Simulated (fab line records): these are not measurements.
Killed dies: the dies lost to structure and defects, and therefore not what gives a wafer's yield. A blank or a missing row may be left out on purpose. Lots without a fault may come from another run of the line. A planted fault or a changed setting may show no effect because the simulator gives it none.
Chamber matching | flow sky130 | 4 sister chambers for SKY_LI_CONTACT_CMP_02 on cmp-02
The step polishes PSG. 8 wafers are shown with their chamber, then 12 later ones without.

== WAFERS WITH THEIR CHAMBER ==
wafer  | chamber | motor_current_A (A) | time_to_endpoint_s (s)
L601.1 | 3       | 13.3                | 32.0
L602.4 | 2       | 11.1                | 34.4
L604.4 | 0       | 11.2                | 26.5
L604.5 | 0       | 11.3                | 30.4
L604.6 | 1       | 12.6                | 31.5
L606.1 | 3       | 13.2                | 31.7
L606.3 | 1       | 13.4                | 31.8
L606.6 | 2       | 11.3                | 33.7

== WAFERS WITH NO CHAMBER GIVEN ==
wafer  | motor_current_A (A) | time_to_endpoint_s (s)
L607.3 | 10.7                | 31.1
L607.5 | 12.7                | 34.8
L607.6 | 11.0                | 31.2
L608.1 | 11.1                | 30.5
L608.2 | 11.3                | 30.8
L608.4 | 12.5                | 35.1
L610.4 | 11.6                | 33.2
L610.5 | 10.9                | 34.4
L610.6 | 12.4                | 32.5
L616.2 | 11.9                | 32.7
L616.5 | 10.6                | 29.0
L616.6 | 12.7                | 30.5

== EACH ONE'S CHAMBER ==
wafer  | from the rows above          | in truth
L607.3 | can't be placed: 0 or 2      | 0
L607.5 | can't be placed: 1 or 3      | 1
L607.6 | can't be placed: 0 or 2      | 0
L608.1 | can't be placed: 0 or 2      | 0
L608.2 | can't be placed: 0 or 2      | 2
L608.4 | can't be placed: 1 or 3 or 2 | 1
L610.4 | 2                            | 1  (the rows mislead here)
L610.5 | 2                            | 2
L610.6 | can't be placed: 1 or 3      | 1
L616.2 | can't be placed: 2 or 0 or 1 | 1
L616.5 | can't be placed: 0 or 2      | 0
L616.6 | can't be placed: 1 or 3      | 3
Placed correctly: 1 of 12. Cannot be placed on the basis of these rows: 10; the candidates contain the true chamber in 10. Placed wrongly: 1.
How it was worked out, from the rows above alone: a wafer's distance from a chamber is the root of the sum, over the readings, of the square of ((its reading less the chamber's mean) divided by the reading's scatter). The wafer belongs to the nearest chamber; if the next one is less than 2 further off, it can't be placed. The mean given for a chamber averages the wafers shown for that chamber. The scatter: take each reading less its chamber's mean, square it, sum over the shown wafers, divide by the number of wafers less the number of chambers, and take the root.
